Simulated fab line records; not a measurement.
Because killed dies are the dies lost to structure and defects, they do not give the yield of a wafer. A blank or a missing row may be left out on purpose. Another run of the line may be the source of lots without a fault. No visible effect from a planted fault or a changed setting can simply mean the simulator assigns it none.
A lot that was struck, set against a sound lot    flow sky130    42 out of 708 route steps
Sound: wafers L613.2, L613.5, L613.6. Struck: wafers L629.2, L629.5 (left out: L629.3, a lot-mate that was not struck); the cause follows at the end.
Each step with rows lists, per side, the tool, then ch with its chambers, then its first start. Under that, the readings that differ: sound wafers    struck wafers    difference of the means    sigmas: that difference in standard deviations of wafers without a fault.
alike: readings with means less than 2 such deviations apart, plus words and numbers identical on both sides. not compared: withheld readings, readings lacking a value on some wafer, bounds such as >300 that could conceal the same value, and numbers that have no deviation in the record and whose values overlap.
Wherever a step has rows on one side only, a row that says differs or no value, or a row with sigmas, the two part there. Numbers that have no deviation but don't overlap get no sigmas and don't part them. A reading that every wafer of one side lacks parts them only if that side has two wafers or more.

SKY_NWELL_RS_MEAS_31: measures by four-point-probe.
  struck on film-metro-01, day 9 22:13; sound on film-metro-04, day 5 22:26
  alike: PWDE_RS
then, 7 steps without rows for these wafers: SKY_VT_ADJUST_HVTP_DEHYDRATE_00 (time 60 s); SKY_VT_ADJUST_HVTP_HMDS_01 (prime time 60 s); SKY_VT_ADJUST_HVTP_COAT_02 (resist thk 1140 nm); SKY_VT_ADJUST_HVTP_SOFTBAKE_03 (time 60 s); SKY_VT_ADJUST_HVTP_EXPOSE_04 (exposes mask HVTPM, target cd 380 nm); SKY_VT_ADJUST_HVTP_PEB_05; SKY_VT_ADJUST_HVTP_DEVELOP_06 (develop time 60 s).
SKY_VT_ADJUST_HVTP_CD_MEAS_07 targets a cd of 380 nm.
  struck on cd-sem-02, day 10 21:05; sound on cd-sem-02, day 6 16:53
  alike: cd-nm
SKY_VT_ADJUST_HVTP_OVL_MEAS_08:
  struck on overlay-02, day 10 21:12; sound on overlay-01, day 6 17:00
  alike: VT_ADJUST_HVTP_OVL
next, for these wafers, 1 step has no rows: SKY_VT_ADJUST_HVTP_IMPLANT_09.
SKY_VT_ADJUST_HVTP_STRIP_10: strips in O2/N2.
  sound on plasma-asher-01 ch 0,1, day 6 17:11; struck on plasma-asher-03 ch 0, day 10 21:23
reading                      sound        struck   difference  sigmas
drypump-motor-current-A (A)  4.8 4.8 5.4  6.0 6.0  +1.0        +2
  alike: oes-product-au, strip-time-to-endpoint-s
  not compared: rf-hours-counter-h
SKY_VT_ADJUST_HVTP_TW_MEAS_11:
  struck on film-metro-01, day 10 21:29; sound on film-metro-03, day 6 17:17
  alike: VT_ADJUST_HVTP_TW
then, 7 steps without rows for these wafers: SKY_VT_ADJUST_LVTN_DEHYDRATE_00 (time 60 s); SKY_VT_ADJUST_LVTN_HMDS_01 (prime time 60 s); SKY_VT_ADJUST_LVTN_COAT_02 (resist thk 3000 nm); SKY_VT_ADJUST_LVTN_SOFTBAKE_03; SKY_VT_ADJUST_LVTN_EXPOSE_04 (exposes mask NWM COMPLEMENT LESS NATIVE, target cd 840 nm); SKY_VT_ADJUST_LVTN_PEB_05; SKY_VT_ADJUST_LVTN_DEVELOP_06 (develop time 60 s).
SKY_VT_ADJUST_LVTN_OVL_MEAS_07:
  struck on overlay-02, day 11 20:58; sound on overlay-02, day 7 12:35
  alike: VT_ADJUST_LVTN_OVL
next, for these wafers, 1 step has no rows: SKY_VT_ADJUST_LVTN_IMPLANT_08.
SKY_VT_ADJUST_LVTN_STRIP_09: strips in O2/N2.
  sound on plasma-asher-01 ch 0,1, day 7 12:46; struck on plasma-asher-02 ch 1, day 11 21:09
  alike: drypump-motor-current-A, oes-product-au, strip-time-to-endpoint-s
  not compared: rf-hours-counter-h
SKY_VT_ADJUST_LVTN_TW_MEAS_10:
  struck on film-metro-03, day 11 21:16; sound on film-metro-04, day 7 12:52
reading            sound              struck       difference  sigmas
VT_ADJUST_LVTN_TW  240.8 241.8 240.5  236.5 237.0  -4.3        -3
then, 7 steps without rows for these wafers: SKY_VT_ADJUST_LVTN_DEHYDRATE_11 (time 60 s); SKY_VT_ADJUST_LVTN_HMDS_12 (prime time 60 s); SKY_VT_ADJUST_LVTN_COAT_13 (resist thk 1140 nm); SKY_VT_ADJUST_LVTN_SOFTBAKE_14 (time 60 s); SKY_VT_ADJUST_LVTN_EXPOSE_15 (exposes mask HVN STD DERIVED, target cd 600 nm); SKY_VT_ADJUST_LVTN_PEB_16; SKY_VT_ADJUST_LVTN_DEVELOP_17 (develop time 60 s).
SKY_VT_ADJUST_LVTN_OVL_MEAS_18:
  struck on overlay-02, day 12 21:50; sound on overlay-01, day 8 09:28
  alike: VT_ADJUST_LVTN_01_OVL
next, for these wafers, 1 step has no rows: SKY_VT_ADJUST_LVTN_IMPLANT_19.
SKY_VT_ADJUST_LVTN_STRIP_20: strips in O2/N2.
  sound on plasma-asher-04 ch 0,1, day 8 09:39; struck on plasma-asher-01 ch 1, day 12 22:01
  alike: drypump-motor-current-A, oes-product-au, strip-time-to-endpoint-s
  not compared: rf-hours-counter-h
SKY_VT_ADJUST_LVTN_TW_MEAS_21:
  struck on film-metro-01, day 12 22:07; sound on film-metro-01, day 8 09:46
  alike: VT_ADJUST_LVTN_2_TW
then, 6 steps without rows for these wafers: SKY_VT_ADJUST_NCORE_DEHYDRATE_00 (time 60 s); SKY_VT_ADJUST_NCORE_HMDS_01 (prime time 60 s); SKY_VT_ADJUST_NCORE_COAT_02 (resist thk 1140 nm); SKY_VT_ADJUST_NCORE_SOFTBAKE_03 (time 60 s); SKY_VT_ADJUST_NCORE_EXPOSE_04 (exposes mask LVTN COMPLEMENT THIN, target cd 380 nm); SKY_VT_ADJUST_NCORE_PEB_05.
-- here the record skips 37 days between the struck wafers' starts before and after, leaving off in module VT_ADJUST_NCORE and picking up in module PAD_OPEN (first step shown: number 708 of the route) --
SKY_PAD_OPEN_PROBE_99:
  the record has rows for the struck wafers here (prober-02, day 50 02:24) and none for the sound ones

## WHERE THEY PART
Earliest at SKY_VT_ADJUST_HVTP_STRIP_10; latest, in this record, at SKY_PAD_OPEN_PROBE_99.

WHY: whatever the simulator had introduced
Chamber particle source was plasma-asher-03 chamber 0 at SKY_VT_ADJUST_HVTP_STRIP_10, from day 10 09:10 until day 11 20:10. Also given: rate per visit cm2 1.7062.
